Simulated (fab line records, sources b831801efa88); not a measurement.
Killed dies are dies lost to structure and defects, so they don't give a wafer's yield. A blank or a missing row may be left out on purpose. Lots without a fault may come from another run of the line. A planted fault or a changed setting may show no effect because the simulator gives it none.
Which tool did it? | flow gf180mcu | 12 lots, 36 wafers sampled, at 1 step of a route of 602

WHAT THE GAUGES READ, wafer by wafer
GF_V2_CD_MEAS_14: target cd 260 nm.
lot  | measured     | on        | cd_nm (nm)
L075 | day 20 15:03 | cd_sem-02 | 261.4 261.0 260.3
L077 | day 21 13:16 | cd_sem-02 | 259.5 259.0 259.7
L079 | day 22 08:28 | cd_sem-01 | 258.4 259.2 258.0
L081 | day 23 03:43 | cd_sem-02 | 257.9 258.7 257.3
L083 | day 23 19:01 | cd_sem-02 | 259.9 258.8 260.3
L085 | day 24 14:26 | cd_sem-02 | 260.0 260.0 259.6
L087 | day 24 22:49 | cd_sem-02 | 261.6 262.1 262.2
L089 | day 25 13:50 | cd_sem-02 | 261.1 260.4 260.2
L091 | day 26 04:59 | cd_sem-02 | 257.6 258.9 257.5
L093 | day 26 20:07 | cd_sem-02 | 258.6 259.3 258.8
L095 | day 27 11:00 | cd_sem-01 | 258.9 260.2 258.0
L097 | day 28 03:52 | cd_sem-01 | 259.5 260.0 260.5

WHICH TOOL RAN EACH LOT (tool, then ch and the chambers of the sampled wafers, then the start)
The record holds no process step before these readings.

THE ANSWER, worked out from the rows above alone
Rule: what is usual is taken from the lots themselves. Put in order of their means at a reading, lots are off if they are a third of the lots or fewer, leave a main group of 4 or more, and stand apart from it by a gap of 3 or more times the standard deviation of the main group's means; of several such gaps the widest counts. A main group whose means are all the same, to the digits that the tables above print for the reading, isn't used. A lot without any number at a reading at which 4 lots or more have one is off too. The other lots that the step has rows for count as sound.
No lot is off at any reading shown: from this, nothing can be told.

WHAT THE SIMULATOR HAD PUT IN
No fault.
